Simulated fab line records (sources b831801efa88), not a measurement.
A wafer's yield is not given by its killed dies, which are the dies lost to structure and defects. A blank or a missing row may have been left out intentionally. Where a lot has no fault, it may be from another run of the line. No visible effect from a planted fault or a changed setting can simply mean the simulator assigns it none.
fab line records | flow sky130 | part 1 of 2: steps 1 to 27 of 35
[record] lots = 5 | wafers = 15 | last_day = 50
route steps=708 shown METAL1@453 VIA1@458 METAL2@483
lots untouched by any fault: they come from a run of this same line in which no faults occurred
start_h: the number of hours between the record's first day and the start of the first shown wafer of the lot | wait_h: how many hours have passed since the lot's step before this one | " unchanged from the row above | L1.1+2: one row covering several wafers at once | - no value present, or no start provided | * or withheld: withheld | < > ~ a bound
route shown NAME@n: a module of which the file shows steps, and the number in the route of the first | usual: average and standard deviation across the fault-free wafers | same: alike in all rows | chamber/n: place in a boat | sites: per-site readings | _std_site: the standard deviation of these | _edge_site: mean of outer sites minus mean of inner sites | radius_mm: how far each site lies from the wafer's centre | mask NAME#n: copy n | behind: the last tool/chamber to shape the wafer | hold: cause of the lot's hold/its duration in hours/its outcome | device: transistor that didn't switch, given as n, p or np | end of line: the tests these same wafers got at the end of their route | where a step has no rows: the recipe by itself | killed: not the wafer's yield, but the dies lost to structure and defects at the first sort | map: shows each die of a wafer: x if killed, . if not, _ if none is there
set.NAME: the setting as run; set.NAME@STEP: as run at that earlier step | model.NAME: the simulator's own value behind a step, which no gauge read
a table for each step, a row for each wafer; lots at some steps of the route
services: the hour from which a tool's chamber was out of use, counted from the record's first day as start_h (under 0 if before that day), plus the number of hours and why
[[steps]]
[step SKY_METAL1_METAL_ETCH_19]
[recipe] target_depth_a = 3600 | stop_on = SiO2 | over_etch_frac = 0.3 | time_s = 78 | chemistry = Cl2/BCl3 | resist_sidewall_deg = 88 | pressure_mtorr = 10 | icp_w = 900 | bias_w = 48.5 | Cl2_flow_sccm = 60 | bcl3_flow_sccm = 30
[usual] chamber_pressure_mTorr = 9.999/0.0091 | drypump_motor_current_A = 5.9/0.52 | oes_product_au = 0.852/0.0062 | throttle_valve_pct = 22.265/0.0091
lot.wafer | tool         | chamber | start_h | wait_h | chamber_pressure_mTorr | drypump_motor_current_A | oes_product_au | rf_hours_counter_h | throttle_valve_pct
L075.2    | rie_metal-03 | 1       | 777.09  | 0.0    | 9.990                  | 5.5                     | 0.850          | 5                  | 22.275
L075.5    | "            | 0       | "       | "      | 10.000                 | 6.1                     | 0.847          | -                  | 22.268
L075.6    | "            | 1       | "       | "      | 9.993                  | 5.6                     | 0.852          | -                  | 22.257
L078.2    | rie_metal-02 | 1       | 791.44  | 0.0    | 9.990                  | 5.4                     | 0.846          | 13                 | 22.276
L078.3    | "            | 0       | "       | "      | 10.008                 | 6.0                     | 0.838          | -                  | 22.274
L078.4    | "            | 1       | "       | "      | 10.005                 | 5.4                     | 0.852          | -                  | 22.260
L085.1    | rie_metal-02 | 1       | 848.24  | 0.0    | 9.981                  | 5.4                     | 0.855          | 15                 | 22.244
L085.4    | "            | 0       | "       | "      | 10.004                 | 6.0                     | 0.857          | -                  | 22.251
L085.6    | "            | 1       | "       | "      | 9.988                  | 5.4                     | 0.853          | -                  | 22.278
L096.1    | rie_metal-01 | 0       | 947.04  | 0.0    | 9.988                  | 5.4                     | 0.852          | 13                 | 22.268
L096.5    | "            | 1       | "       | "      | 9.988                  | 6.8                     | 0.854          | -                  | 22.266
L096.6    | "            | 0       | "       | "      | 10.007                 | 5.4                     | 0.847          | -                  | 22.272
L097.1    | rie_metal-01 | 0       | 951.44  | 0.0    | 10.011                 | 5.3                     | 0.855          | 13                 | 22.268
L097.2    | "            | 1       | "       | "      | 9.998                  | 6.8                     | 0.852          | 11                 | 22.276
L097.3    | "            | 1       | "       | "      | 10.005                 | 6.7                     | 0.860          | -                  | 22.253
[step SKY_METAL1_STRIP_20]
[recipe] chemistry = O2/N2 | power_w = 1400 | pressure_mtorr = 1500 | platen_temp_c = withheld | o2_flow_sccm = 3000 | n2_flow_sccm = 300 | overash_fraction = 0.5
[usual] chamber_pressure_mTorr = 1499.9/1.2 | drypump_motor_current_A = 5.9/0.39 | oes_product_au = 0.343/0.0047 | strip_time_to_endpoint_s = 2.70/0.037
lot.wafer | tool            | chamber | start_h | wait_h | chamber_pressure_mTorr | drypump_motor_current_A | oes_product_au | rf_hours_counter_h | strip_time_to_endpoint_s
L075.2    | plasma_asher-03 | 0       | 777.18  | 0.1    | 1502.1                 | 5.3                     | 0.342          | 37                 | 2.70
L075.5    | "               | 1       | "       | "      | 1499.5                 | 5.7                     | 0.343          | -                  | 2.69
L075.6    | "               | 0       | "       | "      | 1499.4                 | 5.3                     | 0.341          | -                  | 2.70
L078.2    | plasma_asher-04 | 1       | 791.53  | 0.1    | 1499.5                 | 6.1                     | 0.352          | 99                 | 2.80
L078.3    | "               | 1       | "       | "      | 1498.1                 | 6.1                     | 0.342          | -                  | 2.72
L078.4    | "               | 0       | "       | "      | 1497.1                 | 5.8                     | 0.349          | -                  | 2.76
L085.1    | plasma_asher-01 | 0       | 848.33  | 0.1    | 1501.6                 | 5.7                     | 0.346          | 11                 | 2.74
L085.4    | "               | 0       | "       | "      | 1500.7                 | 5.7                     | 0.342          | -                  | 2.66
L085.6    | "               | 1       | "       | "      | 1499.9                 | 6.6                     | 0.341          | -                  | 2.74
L096.1    | plasma_asher-01 | 1       | 947.13  | 0.1    | 1502.1                 | 6.5                     | 0.349          | 20                 | 2.70
L096.5    | "               | 1       | "       | "      | 1500.3                 | 6.6                     | 0.348          | -                  | 2.74
L096.6    | "               | 0       | "       | "      | 1500.4                 | 5.7                     | 0.333          | -                  | 2.66
L097.1    | plasma_asher-01 | 1       | 951.53  | 0.1    | 1499.8                 | 6.5                     | 0.341          | 21                 | 2.67
L097.2    | "               | 0       | "       | "      | 1499.9                 | 5.7                     | 0.340          | 21                 | 2.75
L097.3    | "               | 1       | "       | "      | 1500.4                 | 6.5                     | 0.346          | -                  | 2.71
[step SKY_METAL1_STRIP_21]
[recipe] chemistry = post_etch_residue_remover | time_s = 1200 | temp_c = 72.5
lot.wafer  | tool         | chamber | start_h | wait_h
L075.2+5+6 | wet_bench-03 | 2       | 777.28  | 0.1
L078.2+3+4 | wet_bench-03 | 3       | 791.63  | 0.1
L085.1+4+6 | wet_bench-02 | 0       | 848.43  | 0.1
L096.1+5+6 | wet_bench-03 | 2       | 947.23  | 0.1
L097.1+2+3 | wet_bench-02 | 2       | 951.63  | 0.1
[step SKY_METAL1_CLEAN_22]
[recipe] chemistry = IPA | time_s = 180 | temp_c = 25
lot.wafer  | tool         | chamber | start_h | wait_h
L075.2+5+6 | wet_bench-01 | 1       | 777.65  | 0.0
L078.2+3+4 | wet_bench-02 | 0       | 791.97  | 0.0
L085.1+4+6 | wet_bench-02 | 3       | 848.77  | 0.0
L096.1+5+6 | wet_bench-03 | 3       | 947.60  | 0.0
L097.1+2+3 | wet_bench-02 | 2       | 952.00  | 0.0
[step SKY_METAL1_CLEAN_23]
[recipe] chemistry = O3/DIW | dry = n2_spin
lot.wafer  | tool         | chamber | start_h | wait_h
L075.2+5+6 | wet_bench-02 | 3       | 777.72  | 0.0
L078.2+3+4 | wet_bench-01 | 0       | 792.03  | 0.0
L085.1+4+6 | wet_bench-02 | 2       | 848.83  | 0.0
L096.1+5+6 | wet_bench-03 | 2       | 947.66  | 0.0
L097.1+2+3 | wet_bench-02 | 3       | 952.06  | 0.0
[step SKY_VIA1_HDPCVD_00]
[recipe] material = SiO2 | target_thk_nm = 1030 | sigma_open_frac = 0.3 | time_s = 171.7 | temp_c = 400 | sih4_flow_sccm = 60 | pressure_mtorr = 6
lot.wafer  | tool      | chamber | start_h | wait_h
L075.2+5+6 | hdpcvd-02 | 1,2,1   | 777.81  | 0.0
L078.2+3+4 | hdpcvd-02 | 2,0,2   | 792.12  | 0.0
L085.1+4+6 | hdpcvd-01 | 0,2,1   | 848.92  | 0.0
L096.1+5+6 | hdpcvd-02 | 2,1,0   | 947.76  | 0.0
L097.1+2+3 | hdpcvd-02 | 2,0,1   | 952.16  | 0.0
[step SKY_VIA1_THK_MEAS_01]
[recipe] reads = SiO2_of_VIA1_HDPCVD_00
[usual] VIA1_HDPCVD_THK = 1033/9.5
lot.wafer | tool          | chamber | start_h | wait_h | VIA1_HDPCVD_THK[nm]
L075.2    | film_metro-01 | -       | 777.93  | 0.1    | 1040
L075.5    | "             | -       | "       | "      | 1033
L075.6    | "             | -       | "       | "      | 1055
L078.2    | film_metro-02 | -       | 792.24  | 0.1    | 1048
L078.3    | "             | -       | "       | "      | 1042
L078.4    | "             | -       | "       | "      | 1036
L085.1    | film_metro-03 | -       | 849.03  | 0.1    | 1040
L085.4    | "             | -       | "       | "      | 1032
L085.6    | "             | -       | "       | "      | 1041
L096.1    | film_metro-03 | -       | 947.87  | 0.1    | 1045
L096.5    | "             | -       | "       | "      | 1041
L096.6    | "             | -       | "       | "      | 1042
L097.1    | film_metro-01 | -       | 952.27  | 0.1    | 1025
L097.2    | "             | -       | "       | "      | 1030
L097.3    | "             | -       | "       | "      | 1027
[step SKY_VIA1_CMP_02]
[recipe] material = SiO2 | down_force_psi = 4 | platen_rpm = 60 | pad_velocity_m_s = 0.94248
[usual] motor_current_A = 11.5/0.93 | slurry_flow_ml_min = 150.0/0.48
lot.wafer | tool   | chamber | start_h | wait_h | motor_current_A | slurry_flow_ml_min
L075.2    | cmp-01 | 1       | 778.08  | 0.1    | 12.2            | 150.1
L075.6    | "      | 3       | "       | "      | 11.3            | 150.1
L075.5    | "      | 0       | "       | "      | 11.0            | 149.6
L078.3    | cmp-02 | 3       | 792.29  | 0.0    | 10.6            | 150.1
L078.2    | "      | 0       | "       | "      | 11.5            | 149.6
L078.4    | "      | 2       | "       | "      | 12.7            | 150.4
L085.4    | cmp-01 | 2       | 849.09  | 0.0    | 11.0            | 149.3
L085.1    | "      | 0       | "       | "      | 11.3            | 150.4
L085.6    | "      | 3       | "       | "      | 11.5            | 151.1
L096.1    | cmp-01 | 0       | 947.93  | 0.1    | 10.9            | 150.2
L096.6    | "      | 0       | "       | "      | 11.2            | 150.9
L096.5    | "      | 1       | "       | "      | 12.3            | 149.9
L097.2    | cmp-02 | 2       | 952.33  | 0.0    | 13.9            | 150.5
L097.3    | "      | 0       | "       | "      | 11.2            | 149.9
L097.1    | "      | 1       | "       | "      | 10.6            | 150.2
[step SKY_VIA1_BOW_MEAS_03]
[recipe] mode = bow
[usual] VIA1_BOW = 78/7.1
lot.wafer | tool          | chamber | start_h | wait_h | VIA1_BOW[um]
L075.2    | film_metro-03 | -       | 778.30  | 0.2    | 63
L075.5    | "             | -       | "       | "      | 75
L075.6    | "             | -       | "       | "      | 80
L078.2    | film_metro-02 | -       | 792.61  | 0.2    | 80
L078.3    | "             | -       | "       | "      | 70
L078.4    | "             | -       | "       | "      | 81
L085.1    | film_metro-03 | -       | 849.39  | 0.1    | 63
L085.4    | "             | -       | "       | "      | 66
L085.6    | "             | -       | "       | "      | 73
L096.1    | film_metro-02 | -       | 948.23  | 0.2    | 76
L096.5    | "             | -       | "       | "      | 79
L096.6    | "             | -       | "       | "      | 77
L097.1    | film_metro-03 | -       | 952.63  | 0.1    | 92
L097.2    | "             | -       | "       | "      | 84
L097.3    | "             | -       | "       | "      | 88
[step SKY_VIA1_DEHYDRATE_04]
[recipe] temp_c = 200 | time_s = 60
[usual] plate_temp_C = 199.98/0.16
lot.wafer | tool           | chamber | start_h | wait_h | plate_temp_C
L075.2    | litho_track-03 | 0       | 790.74  | 12.4   | 199.84
L075.5    | "              | 0       | "       | "      | 199.95
L075.6    | "              | 0       | "       | "      | 200.08
L078.2    | litho_track-01 | 0       | 806.16  | 13.5   | 200.41
L078.3    | "              | 0       | "       | "      | 200.27
L078.4    | "              | 0       | "       | "      | 200.09
L085.1    | litho_track-03 | 0       | 863.22  | 13.8   | 199.88
L085.4    | "              | 0       | "       | "      | 199.96
L085.6    | "              | 0       | "       | "      | 199.98
L096.1    | litho_track-02 | 0       | 957.53  | 9.3    | 199.99
L096.5    | "              | 0       | "       | "      | 199.98
L096.6    | "              | 0       | "       | "      | 199.66
L097.1    | litho_track-02 | 0       | 963.58  | 10.9   | 199.76
L097.2    | "              | 0       | "       | "      | 199.90
L097.3    | "              | 0       | "       | "      | 199.86
[step SKY_VIA1_HMDS_05]
[recipe] prime_time_s = 60 | prime_temp_c = 120
lot.wafer  | tool           | chamber | start_h | wait_h
L075.2+5+6 | litho_track-03 | 0       | 790.89  | 0.1
L078.2+3+4 | litho_track-01 | 0       | 806.31  | 0.1
L085.1+4+6 | litho_track-03 | 0       | 863.37  | 0.1
L096.1+5+6 | litho_track-02 | 0       | 957.68  | 0.1
L097.1+2+3 | litho_track-02 | 0       | 963.73  | 0.1
[step SKY_VIA1_COAT_06]
[recipe] resist = BARC | temp_c = withheld | time_s = withheld | spin_rpm = 3000 | resist_thk_nm = 60
lot.wafer  | tool           | chamber | start_h | wait_h
L075.2+5+6 | litho_track-03 | 0       | 791.04  | 0.1
L078.2+3+4 | litho_track-01 | 0       | 806.46  | 0.1
L085.1+4+6 | litho_track-03 | 0       | 863.52  | 0.1
L096.1+5+6 | litho_track-02 | 0       | 957.83  | 0.1
L097.1+2+3 | litho_track-02 | 0       | 963.88  | 0.1
[step SKY_VIA1_COAT_07]
[recipe] resist = KrF-thick | spin_rpm = 3000 | resist_thk_nm = 450
lot.wafer  | tool           | chamber | start_h | wait_h
L075.2+5+6 | litho_track-03 | 0       | -       | -
L078.2+3+4 | litho_track-01 | 0       | -       | -
L085.1+4+6 | litho_track-03 | 0       | -       | -
L096.1+5+6 | litho_track-02 | 0       | -       | -
L097.1+2+3 | litho_track-02 | 0       | -       | -
[step SKY_VIA1_SOFTBAKE_08]
[recipe] temp_c = 100 | time_s = 90 | resist = KrF-thick
[usual] plate_temp_C = 99.97/0.11
lot.wafer | tool           | chamber | start_h | wait_h | plate_temp_C
L075.2    | litho_track-03 | 0       | -       | -      | 99.99
L075.5    | "              | 0       | "       | "      | 100.05
L075.6    | "              | 0       | "       | "      | 99.95
L078.2    | litho_track-01 | 0       | -       | -      | 99.69
L078.3    | "              | 0       | "       | "      | 100.12
L078.4    | "              | 0       | "       | "      | 99.96
L085.1    | litho_track-03 | 0       | -       | -      | 99.87
L085.4    | "              | 0       | "       | "      | 99.94
L085.6    | "              | 0       | "       | "      | 100.04
L096.1    | litho_track-02 | 0       | -       | -      | 99.98
L096.5    | "              | 0       | "       | "      | 100.00
L096.6    | "              | 0       | "       | "      | 99.92
L097.1    | litho_track-02 | 0       | -       | -      | 99.92
L097.2    | "              | 0       | "       | "      | 99.91
L097.3    | "              | 0       | "       | "      | 99.98
[step SKY_VIA1_EXPOSE_09]
[recipe] mask_id = VIM | na = 0.8 | source_shape = annular | sigma_inner = 0.55 | sigma_outer = 0.85 | target_cd_nm = 150 | dose_mj = 38
[usual] focus_offset_nm = 0.1/0.52
lot.wafer | tool           | chamber | start_h | wait_h | mask  | focus_offset_nm
L075.2    | krf_scanner-01 | 0       | -       | -      | VIM#0 | 0.4
L075.5    | "              | 0       | "       | "      | VIM#0 | 0.8
L075.6    | "              | 0       | "       | "      | VIM#0 | 0.4
L078.2    | krf_scanner-01 | 0       | -       | -      | VIM#0 | -0.6
L078.3    | "              | 0       | "       | "      | VIM#0 | -0.4
L078.4    | "              | 0       | "       | "      | VIM#0 | -0.6
L085.1    | krf_scanner-02 | 0       | -       | -      | VIM#0 | 0.4
L085.4    | "              | 0       | "       | "      | VIM#0 | -0.1
L085.6    | "              | 0       | "       | "      | VIM#0 | 0.4
L096.1    | krf_scanner-01 | 0       | -       | -      | VIM#0 | 0.2
L096.5    | "              | 0       | "       | "      | VIM#0 | 0.5
L096.6    | "              | 0       | "       | "      | VIM#0 | 0.3
L097.1    | krf_scanner-02 | 0       | -       | -      | VIM#0 | -1.0
L097.2    | "              | 0       | "       | "      | VIM#0 | -0.2
L097.3    | "              | 0       | "       | "      | VIM#0 | -0.1
[step SKY_VIA1_PEB_10]
[recipe] peb_temp_c = withheld | peb_time_s = withheld | resist = KrF-thick
lot.wafer  | tool           | chamber | start_h | wait_h
L075.2+5+6 | litho_track-01 | 0       | -       | -
L078.2+3+4 | litho_track-03 | 0       | -       | -
L085.1+4+6 | litho_track-03 | 0       | -       | -
L096.1+5+6 | litho_track-03 | 0       | -       | -
L097.1+2+3 | litho_track-03 | 0       | -       | -
[step SKY_VIA1_DEVELOP_11]
[recipe] develop_time_s = 60 | resist = KrF-thick | dev_temp_c = 21
[usual] developer_temp_C = 21.02/0.1
lot.wafer | tool           | chamber | start_h | wait_h | developer_temp_C
L075.2    | litho_track-01 | 0       | -       | -      | 20.94
L075.5    | "              | 0       | "       | "      | 21.14
L075.6    | "              | 0       | "       | "      | 21.14
L078.2    | litho_track-03 | 0       | -       | -      | 21.05
L078.3    | "              | 0       | "       | "      | 20.88
L078.4    | "              | 0       | "       | "      | 20.90
L085.1    | litho_track-03 | 0       | -       | -      | 21.06
L085.4    | "              | 0       | "       | "      | 21.14
L085.6    | "              | 0       | "       | "      | 21.09
L096.1    | litho_track-03 | 0       | -       | -      | 21.06
L096.5    | "              | 0       | "       | "      | 21.06
L096.6    | "              | 0       | "       | "      | 20.98
L097.1    | litho_track-03 | 0       | -       | -      | 21.06
L097.2    | "              | 0       | "       | "      | 20.97
L097.3    | "              | 0       | "       | "      | 20.98
[step SKY_VIA1_CD_MEAS_12]
[recipe] target_cd_nm = 150
[usual] cd_nm = 150.4/1.5
lot.wafer | tool      | chamber | start_h | wait_h | cd_nm
L075.2    | cd_sem-02 | -       | 805.55  | -      | 147.8
L075.5    | "         | -       | "       | "      | 148.5
L075.6    | "         | -       | "       | "      | 149.0
L078.2    | cd_sem-02 | -       | 819.19  | -      | 150.0
L078.3    | "         | -       | "       | "      | 150.2
L078.4    | "         | -       | "       | "      | 149.3
L085.1    | cd_sem-02 | -       | 874.81  | -      | 149.9
L085.4    | "         | -       | "       | "      | 151.8
L085.6    | "         | -       | "       | "      | 149.0
L096.1    | cd_sem-02 | -       | 972.62  | -      | 151.0
L096.5    | "         | -       | "       | "      | 151.5
L096.6    | "         | -       | "       | "      | 151.1
L097.1    | cd_sem-01 | -       | 976.62  | -      | 150.1
L097.2    | "         | -       | "       | "      | 148.5
L097.3    | "         | -       | "       | "      | 149.1
[step SKY_VIA1_OVL_MEAS_13]
[usual] VIA1_OVL = 2/6.5
lot.wafer | tool       | chamber | start_h | wait_h | VIA1_OVL[nm]
L075.2    | overlay-01 | -       | 805.66  | 0.1    | 5
L075.5    | "          | -       | "       | "      | -9
L075.6    | "          | -       | "       | "      | 9
L078.2    | overlay-01 | -       | 819.29  | 0.1    | 7
L078.3    | "          | -       | "       | "      | -7
L078.4    | "          | -       | "       | "      | 0
L085.1    | overlay-02 | -       | 874.93  | 0.1    | -4
L085.4    | "          | -       | "       | "      | 4
L085.6    | "          | -       | "       | "      | 14
L096.1    | overlay-02 | -       | 972.74  | 0.1    | 10
L096.5    | "          | -       | "       | "      | 4
L096.6    | "          | -       | "       | "      | 9
L097.1    | overlay-01 | -       | 976.74  | 0.1    | -7
L097.2    | "          | -       | "       | "      | -1
L097.3    | "          | -       | "       | "      | -7
[step SKY_VIA1_ETCH_14]
[recipe] chemistry = N2/H2 | target = BARC | ion_energy_ev = 200 | source_w = 500 | bias_w = 100 | pressure_mtorr = 30 | n2_flow_sccm = 100 | h2_flow_sccm = 200 | stop_on = SiO2 | time_s = 45.9 | target_depth_a = 600
[usual] chamber_pressure_mTorr = 30.00/0.031 | drypump_motor_current_A = 5.8/0.47 | oes_product_au = 0.855/0.0047 | throttle_valve_pct = 13.225/0.01
lot.wafer | tool        | chamber | start_h | wait_h | chamber_pressure_mTorr | drypump_motor_current_A | oes_product_au | rf_hours_counter_h | throttle_valve_pct
L075.2    | rie_diel-04 | 2       | 805.69  | 0.0    | 29.96                  | 5.5                     | 0.861          | 4                  | 13.220
L075.5    | "           | 1       | "       | "      | 29.97                  | 5.4                     | 0.851          | -                  | 13.230
L075.6    | "           | 0       | "       | "      | 30.02                  | 6.2                     | 0.857          | -                  | 13.216
L078.2    | rie_diel-01 | 3       | 819.32  | 0.0    | 30.01                  | 5.0                     | 0.861          | 17                 | 13.206
L078.3    | "           | 0       | "       | "      | 29.93                  | 6.4                     | 0.855          | 12                 | 13.211
L078.4    | "           | 2       | "       | "      | 30.00                  | 5.3                     | 0.851          | 8                  | 13.216
L085.1    | rie_diel-03 | 2       | 874.96  | 0.0    | 30.00                  | 6.5                     | 0.850          | 6                  | 13.235
L085.4    | "           | 2       | "       | "      | 29.98                  | 6.5                     | 0.853          | -                  | 13.241
L085.6    | "           | 1       | "       | "      | 30.05                  | 5.9                     | 0.851          | -                  | 13.209
L096.1    | rie_diel-01 | 3       | 972.77  | 0.0    | 30.00                  | 5.0                     | 0.855          | 22                 | 13.244
L096.5    | "           | 1       | "       | "      | 30.03                  | 5.9                     | 0.856          | -                  | 13.235
L096.6    | "           | 0       | "       | "      | 29.98                  | 6.5                     | 0.853          | -                  | 13.217
L097.1    | rie_diel-04 | 1       | 976.77  | 0.0    | 30.02                  | 5.5                     | 0.858          | 10                 | 13.233
L097.2    | "           | 3       | "       | "      | 30.01                  | 5.5                     | 0.855          | 21                 | 13.214
L097.3    | "           | 2       | "       | "      | 30.03                  | 5.5                     | 0.853          | 9                  | 13.213
[step SKY_VIA1_ETCH_15]
[recipe] target = SiO2 | chemistry = C4F8/O2/Ar | target_depth_nm = 351 | stop_on = TiN | mask_material = KrF-thick | source_w = 1458 | bias_w = 1200 | pressure_mtorr = 40 | c4f8_flow_sccm = withheld | O2_flow_sccm = 6 | Ar_flow_sccm = 300 | time_s = 54
[usual] chamber_pressure_mTorr = 40.00/0.035 | oes_product_au = 0.978/0.0061
lot.wafer | tool        | chamber | start_h | wait_h | chamber_pressure_mTorr | oes_product_au | rf_hours_counter_h
L075.2    | rie_diel-04 | 2       | 805.73  | 0.0    | 40.05                  | 0.978          | 4
L075.5    | "           | 1       | "       | "      | 39.93                  | 0.973          | -
L075.6    | "           | 0       | "       | "      | 40.01                  | 0.984          | -
L078.2    | rie_diel-01 | 3       | 819.36  | 0.0    | 39.97                  | 0.982          | 17
L078.3    | "           | 0       | "       | "      | 40.04                  | 0.978          | 12
L078.4    | "           | 2       | "       | "      | 40.04                  | 0.985          | 8
L085.1    | rie_diel-03 | 2       | 875.01  | 0.0    | 39.98                  | 0.988          | 6
L085.4    | "           | 2       | "       | "      | 40.02                  | 0.981          | -
L085.6    | "           | 1       | "       | "      | 39.99                  | 0.988          | -
L096.1    | rie_diel-01 | 3       | 972.82  | 0.0    | 40.00                  | 0.978          | 22
L096.5    | "           | 1       | "       | "      | 40.03                  | 0.983          | -
L096.6    | "           | 0       | "       | "      | 39.94                  | 0.983          | -
L097.1    | rie_diel-04 | 1       | 976.82  | 0.0    | 39.98                  | 0.977          | 10
L097.2    | "           | 3       | "       | "      | 40.02                  | 0.979          | 21
L097.3    | "           | 2       | "       | "      | 39.99                  | 0.971          | 9
[step SKY_VIA1_STRIP_16]
[recipe] chemistry = O2/N2 | power_w = 1400 | pressure_mtorr = 1500 | platen_temp_c = withheld | o2_flow_sccm = 3000 | n2_flow_sccm = 300 | overash_fraction = 0.5
[usual] chamber_pressure_mTorr = 1500.2/1.4 | drypump_motor_current_A = 5.68/0.29 | oes_product_au = 0.417/0.0044 | strip_time_to_endpoint_s = 4.480/0.022
lot.wafer | tool            | chamber | start_h | wait_h | chamber_pressure_mTorr | drypump_motor_current_A | oes_product_au | rf_hours_counter_h | strip_time_to_endpoint_s
L075.2    | plasma_asher-04 | 1       | 805.78  | 0.0    | 1500.1                 | 6.09                    | 0.417          | 100                | 4.470
L075.5    | "               | 0       | "       | "      | 1499.5                 | 5.73                    | 0.418          | -                  | 4.452
L075.6    | "               | 1       | "       | "      | 1499.0                 | 6.09                    | 0.408          | -                  | 4.461
L078.2    | plasma_asher-02 | 0       | 819.41  | 0.0    | 1502.7                 | 5.25                    | 0.418          | 67                 | 4.475
L078.3    | "               | 1       | "       | "      | 1501.7                 | 5.59                    | 0.414          | -                  | 4.470
L078.4    | "               | 0       | "       | "      | 1499.9                 | 5.30                    | 0.419          | -                  | 4.459
L085.1    | plasma_asher-04 | 0       | 875.05  | 0.0    | 1499.0                 | 5.75                    | 0.418          | 108                | 4.461
L085.4    | "               | 1       | "       | "      | 1501.2                 | 6.04                    | 0.418          | -                  | 4.477
L085.6    | "               | 1       | "       | "      | 1500.7                 | 6.07                    | 0.422          | -                  | 4.481
L096.1    | plasma_asher-02 | 1       | 972.86  | 0.0    | 1499.8                 | 5.62                    | 0.413          | 80                 | 4.513
L096.5    | "               | 0       | "       | "      | 1504.5                 | 5.22                    | 0.421          | -                  | 4.495
L096.6    | "               | 1       | "       | "      | 1500.4                 | 5.59                    | 0.421          | -                  | 4.490
L097.1    | plasma_asher-02 | 1       | 976.86  | 0.0    | 1500.1                 | 5.60                    | 0.415          | 81                 | 4.459
L097.2    | "               | 0       | "       | "      | 1499.8                 | 5.27                    | 0.421          | 81                 | 4.493
L097.3    | "               | 1       | "       | "      | 1501.6                 | 5.59                    | 0.417          | -                  | 4.444
[step SKY_VIA1_STRIP_17]
[recipe] chemistry = post_etch_residue_remover | time_s = 1200 | temp_c = 72.5
lot.wafer  | tool         | chamber | start_h | wait_h
L075.2+5+6 | wet_bench-03 | 2       | 805.88  | 0.1
L078.2+3+4 | wet_bench-03 | 1       | 819.51  | 0.1
L085.1+4+6 | wet_bench-01 | 0       | 875.15  | 0.1
L096.1+5+6 | wet_bench-04 | 2       | 972.96  | 0.1
L097.1+2+3 | wet_bench-03 | 1       | 977.15  | 0.3
[step SKY_VIA1_CLEAN_18]
[recipe] chemistry = IPA | time_s = 180 | temp_c = 25
lot.wafer  | tool         | chamber | start_h | wait_h
L075.2+5+6 | wet_bench-01 | 2       | 806.22  | 0.0
L078.2+3+4 | wet_bench-04 | 0       | 819.85  | 0.0
L085.1+4+6 | wet_bench-03 | 3       | 875.53  | 0.0
L096.1+5+6 | wet_bench-01 | 0       | 973.30  | 0.0
L097.1+2+3 | wet_bench-01 | 2       | 977.55  | 0.1
[step SKY_VIA1_CLEAN_19]
[recipe] chemistry = O3/DIW | dry = n2_spin
lot.wafer  | tool         | chamber | start_h | wait_h
L075.2+5+6 | wet_bench-04 | 1       | 806.28  | 0.0
L078.2+3+4 | wet_bench-01 | 1       | 819.91  | 0.0
L085.1+4+6 | wet_bench-01 | 3       | 875.58  | 0.0
L096.1+5+6 | wet_bench-03 | 2       | 973.37  | 0.0
L097.1+2+3 | wet_bench-01 | 1       | 977.63  | 0.0
[step SKY_VIA1_SPUTTER_20]
[recipe] material = TiN | target_thk_nm = 20 | chamber_pressure_pa = 5 | power_w = 4000 | time_s = 80
[usual] cathode_dc_power_W = 4000.0/0.7 | throttle_valve_pct = 29.9/0.96
lot.wafer | tool           | chamber | start_h | wait_h | cathode_dc_power_W | throttle_valve_pct
L075.2    | pvd_sputter-01 | -       | 806.38  | 0.0    | 4000.4             | 28.5
L075.5    | "              | -       | "       | "      | 4001.4             | 28.8
L075.6    | "              | -       | "       | "      | 4000.5             | 28.6
L078.2    | pvd_sputter-03 | -       | 820.00  | 0.0    | 3999.9             | 29.8
L078.3    | "              | -       | "       | "      | 3999.7             | 30.8
L078.4    | "              | -       | "       | "      | 4000.4             | 30.1
L085.1    | pvd_sputter-04 | -       | 875.68  | 0.0    | 4001.1             | 30.3
L085.4    | "              | -       | "       | "      | 4000.0             | 31.4
L085.6    | "              | -       | "       | "      | 3999.9             | 30.0
L096.1    | pvd_sputter-04 | -       | 973.46  | 0.0    | 3999.8             | 29.1
L096.5    | "              | -       | "       | "      | 4000.7             | 30.7
L096.6    | "              | -       | "       | "      | 3999.0             | 28.9
L097.1    | pvd_sputter-01 | -       | 977.73  | 0.0    | 3999.5             | 30.9
L097.2    | "              | -       | "       | "      | 3999.6             | 28.4
L097.3    | "              | -       | "       | "      | 3999.7             | 28.7
[step SKY_VIA1_CVD_21]
[recipe] material = W | target_thk_nm = 270 | time_s = 80.902 | temp_c = 400 | pressure_torr = 40
[usual] heater_power_w = 824/87
lot.wafer | tool     | chamber | start_h | wait_h | heater_power_w
L075.2    | cvd_w-02 | 1       | 806.47  | 0.1    | 755
L075.5    | "        | 1       | "       | "      | 737
L075.6    | "        | 1       | "       | "      | 754
L078.2    | cvd_w-02 | 1       | 820.06  | 0.0    | 756
L078.3    | "        | 1       | "       | "      | 758
L078.4    | "        | 0       | "       | "      | 774
L085.1    | cvd_w-01 | 1       | 875.75  | 0.0    | 1002
L085.4    | "        | 0       | "       | "      | 872
L085.6    | "        | 1       | "       | "      | 997
L096.1    | cvd_w-02 | 1       | 973.52  | 0.0    | 748
L096.5    | "        | 0       | "       | "      | 779
L096.6    | "        | 1       | "       | "      | 771
L097.1    | cvd_w-02 | 0       | 977.79  | 0.0    | 773
L097.2    | "        | 1       | "       | "      | 779
L097.3    | "        | 0       | "       | "      | 784
